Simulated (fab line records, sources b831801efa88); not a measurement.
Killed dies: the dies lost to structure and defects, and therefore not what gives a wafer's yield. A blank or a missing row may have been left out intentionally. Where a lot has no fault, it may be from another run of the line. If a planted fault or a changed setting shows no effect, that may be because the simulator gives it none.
A struck lot beside a sound one	flow sky130	23 out of 708 route steps
Sound: these wafers, L772.2, L772.4, L772.5. Wafers struck: L778.2, L778.3, L778.5. The cause is named last.
Per side, at each step with rows, come the tool, then ch with its chambers, and then its first start. Under that, the readings that differ: sound wafers	struck wafers	difference of the means	sigmas: that difference in standard deviations of wafers without a fault.
alike: same words and numbers on both sides, and readings whose means sit less than 2 such deviations apart. not compared: any withheld reading, any reading some wafer has no value for, any bound like >300 that may hide the same value, and any number with overlapping values for which the record gives no deviation.
The two part at a step that has a row with sigmas, a row that says differs or no value, or rows on one side only. Numbers that don't overlap but have no deviation are shown without sigmas and don't part them. Lack of a reading on every wafer of one side parts them only where that side has two or more wafers.

first, 8 steps without rows for these wafers: SKY_LDD_N_IMPLANT_08; SKY_LDD_N_IMPLANT_09; SKY_LDD_N_IMPLANT_10; SKY_LDD_N_IMPLANT_11; SKY_LDD_N_IMPLANT_12; SKY_LDD_N_IMPLANT_13; SKY_LDD_N_IMPLANT_14; SKY_LDD_N_IMPLANT_15.
SKY_LDD_N_STRIP_16: strips in O2/N2.
  sound on plasma asher-01 ch 0,1, day 17 20:32; struck on plasma asher-04 ch 1, day 20 14:08
  alike: drypump motor current A, oes product au, strip time to endpoint s
  not compared: rf hours counter h
SKY_LDD_N_TW_MEAS_17:
  struck on film metro-03, day 20 14:14; sound on film metro-03, day 17 20:38
  alike: LDD_N_TW
then, 2 steps without rows for these wafers: SKY_LDD_P_DEHYDRATE_00 (time 60 s); SKY_LDD_P_HMDS_01 (prime time 60 s).
SKY_LDD_P_COAT_02: resist thk 1140 nm.
  sound on litho track-02 ch 0, day 18 10:47; struck on litho track-02 ch 0, day 21 05:32
reading	sound	struck	difference	sigmas
spin speed rpm (rpm)	2996.7 2996.2 2997.9	2559.6 2558.8 2557.0	-438.5	-99 or more
model.NOVOLAK_of_LDD_P_COAT_02.thk nm (nm)	1135 1136 1134	1229 1232 1233	+96	
  alike: resist line temp C
then, 3 steps without rows for these wafers: SKY_LDD_P_SOFTBAKE_03 (time 60 s); SKY_LDD_P_EXPOSE_04 (exposes mask PSDM, target cd 380 nm); SKY_LDD_P_PEB_05.
SKY_LDD_P_DEVELOP_06: develop time 60 s.
  sound on litho track-03 ch 0, day 19 01:38; struck on litho track-03 ch 0, day 21 20:28
reading	sound	struck	difference	sigmas
resist line temp C (C)	23.07 23.03 23.14	22.81 22.78 22.87	-0.26	-2
model.NOVOLAK_of_LDD_P_COAT_02.thk nm (nm)	1135 1136 1134	1229 1232 1233	+96	
SKY_LDD_P_CD_MEAS_07: the cd target is 380 nm.
  struck on cd sem-01, day 21 20:37; sound on cd sem-02, day 19 01:46
reading	sound	struck	difference	sigmas
cd nm (nm)	380.5 379.0 380.0	374.3 375.5 373.1	-5.5	-3
SKY_LDD_P_OVL_MEAS_08:
  struck on overlay-02, day 21 20:44; sound on overlay-01, day 19 01:53
reading	sound	struck	difference	sigmas
LDD_P_OVL (nm)	1.0 0.9 1.7	-3.2 -4.4 -2.9	-4.7	-3
following that, these wafers have no rows for 1 step: SKY_LDD_P_IMPLANT_09.
SKY_LDD_P_STRIP_10: strips in O2/N2.
  sound on plasma asher-01 ch 0,1, day 19 02:04; struck on plasma asher-02 ch 1, day 21 20:55
reading	sound	struck	difference	sigmas
strip time to endpoint s (s)	14.13 14.14 14.12	15.19 15.22 15.22	+1.08	+30
  alike: drypump motor current A, oes product au
  not compared: rf hours counter h
SKY_LDD_P_TW_MEAS_11:
  struck on film metro-01, day 21 21:01; sound on film metro-04, day 19 02:10
  alike: LDD_P_TW
-- here the record skips 26 days between the struck wafers' starts before and after, leaving off in module LDD_P and picking up in module PAD_OPEN (first step shown: number 708 of the route) --
SKY_PAD_OPEN_PROBE_99:
  record: rows for the struck wafers here (prober-02, day 47 15:34), none for the sound ones

WHERE THEY PART
Last at SKY_PAD_OPEN_PROBE_99 as far as this record goes, first at SKY_LDD_P_COAT_02.

WHY: the cause the simulator had injected
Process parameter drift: litho track-02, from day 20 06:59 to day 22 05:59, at SKY_LDD_P_COAT_02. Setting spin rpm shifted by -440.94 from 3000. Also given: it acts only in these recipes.
